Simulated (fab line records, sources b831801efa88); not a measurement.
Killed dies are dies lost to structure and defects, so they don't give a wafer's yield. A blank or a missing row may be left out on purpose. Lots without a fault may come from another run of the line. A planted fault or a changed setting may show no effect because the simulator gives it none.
A struck lot beside a sound one | flow sfq_line | 15 steps out of a route of 325
Sound: wafers L657.1, L657.2, L657.6. Struck: wafer L669.3. (L669.5, L669.6 of the same lot were not struck and are left out.) The cause comes at the end.
At each step with rows: each side's tool, then ch and its chambers, then its first start. Under that, the readings that differ: sound wafers | struck wafers | difference of the means | sigmas: that difference in standard deviations of wafers without a fault.
alike: readings whose means differ by less than 2 such deviations, and words and numbers that are the same on both sides. not compared: withheld readings, readings that some wafer has no value for, bounds like >300 that may hide the same value, and numbers for which the record gives no deviation and whose values overlap.
The two part at a step that has a row with sigmas, a row that says differs or no value, or rows on one side only. Numbers that don't overlap but have no deviation are shown without sigmas and don't part them. A reading that every wafer of one side lacks parts them only if that side has two wafers or more.

first, 1 step without rows for these wafers: SFQ_TRILAYER_M2_STRIP_SOLV_CLEAN_062 (cleans in NMP, time 600 s).
SFQ_TRILAYER_I2_DEP_PECVD_063: deposits SiO2 from SiH4/N2O, time 111.11 s, target thk 500 nm.
  sound on pecvd-02 ch 1,2, day 24 08:17; struck on pecvd-02 ch 0, day 28 22:50
  alike: heater_power_outer_w, heater_power_w, throttle_valve_pct
SFQ_TRILAYER_I2_CMP_CMP_064: polishes SiO2.
  sound on cmp-02 ch 2,3, day 24 09:14; struck on cmp-02 ch 2, day 28 23:53
  alike: motor_current_A, time_to_endpoint_s
SFQ_I2_BOW_MEAS_917:
  sound on film_metro-02, day 24 12:14; struck on film_metro-02, day 29 02:56
  alike: I2_BOW
SFQ_TRILAYER_I2_METRO_MEASURE_065:
  sound on film_metro-02, day 24 12:21; struck on film_metro-02, day 29 03:25
  alike: thk_nm
then, 6 steps without rows for these wafers: SFQ_TRILAYER_I2_VIA_LITHO_COAT_072 (resist thk 62 nm); SFQ_TRILAYER_I2_VIA_LITHO_COAT_067 (resist thk 650 nm); SFQ_TRILAYER_I2_VIA_LITHO_SOFTBAKE_071; SFQ_TRILAYER_I2_VIA_LITHO_EXPOSE_068 (exposes mask I2, target cd 500 nm); SFQ_TRILAYER_I2_VIA_LITHO_PEB_070 (peb time 60 s); SFQ_TRILAYER_I2_VIA_LITHO_DEVELOP_069 (time 60 s).
-- the record jumps here: 6 days lie between the struck wafers' starts before and after --
SFQ_I2_OVL_MEAS_918:
  sound on overlay-01, day 31 10:48; struck on overlay-01, day 35 05:19
  alike: I2_OVL
SFQ_TRILAYER_I2_VIA_BARC_OPEN_VIA_ETCH_096: etches BARC in O2, target depth 125 nm, time 41.7 s.
  sound on rie_diel-03 ch 2,3, day 31 10:50; struck on rie_diel-02 ch 3, day 35 05:20
  reading                                                 | sound             | struck | difference | sigmas
  drypump_motor_current_A (A)                             | 4.9 5.7 5.7       | 6.4    | +1.0       | +2
  oes_product_au (a.u.)                                   | 0.678 0.678 0.688 | 0.607  | -0.074     | -15
  run_length_s (s)                                        | 68.8 70.3 70.2    | 82.0   | +12.2      | +26
  model.KrF_of_TRILAYER_I2_VIA_LITHO_COAT_067.thk_nm (nm) | 569.2 570 570.7   | 561    | -9         |
  alike: bias_w
  not compared: rf_hours_counter_h
SFQ_TRILAYER_I2_VIA_ETCH_VIA_ETCH_070: etches SiO2 in CHF3, stops on Nb, target depth 260 nm.
  sound on rie_diel-03 ch 2,3, day 31 10:52; struck on rie_diel-02 ch 3, day 35 05:23
  reading                                                 | sound             | struck | difference | sigmas
  drypump_motor_current_A (A)                             | 4.9 5.6 5.7       | 6.4    | +1.0       | +2
  model.KrF_of_TRILAYER_I2_VIA_LITHO_COAT_067.thk_nm (nm) | 525.1 525.9 526.5 | 517.6  | -8.2       |
  alike: bias_w, oes_product_au
SFQ_TRILAYER_I2_VIA_STRIP_STRIP_071: strips in O2.
  sound on rie_metal-04 ch 0,1, day 31 10:59; struck on rie_metal-04 ch 1, day 35 05:41
  alike: drypump_motor_current_A, oes_product_au
  not compared: rf_hours_counter_h

WHERE THEY PART
First at SFQ_TRILAYER_I2_VIA_BARC_OPEN_VIA_ETCH_096; last, within this record, at SFQ_TRILAYER_I2_VIA_ETCH_VIA_ETCH_070. Later steps at which nothing parts them and some readings are alike: SFQ_TRILAYER_I2_VIA_STRIP_STRIP_071.

WHY: what the simulator had put in
Process parameter drift: rie_diel-02, from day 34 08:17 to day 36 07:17, at SFQ_TRILAYER_I2_VIA_BARC_OPEN_VIA_ETCH_096. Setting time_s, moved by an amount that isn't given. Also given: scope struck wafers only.
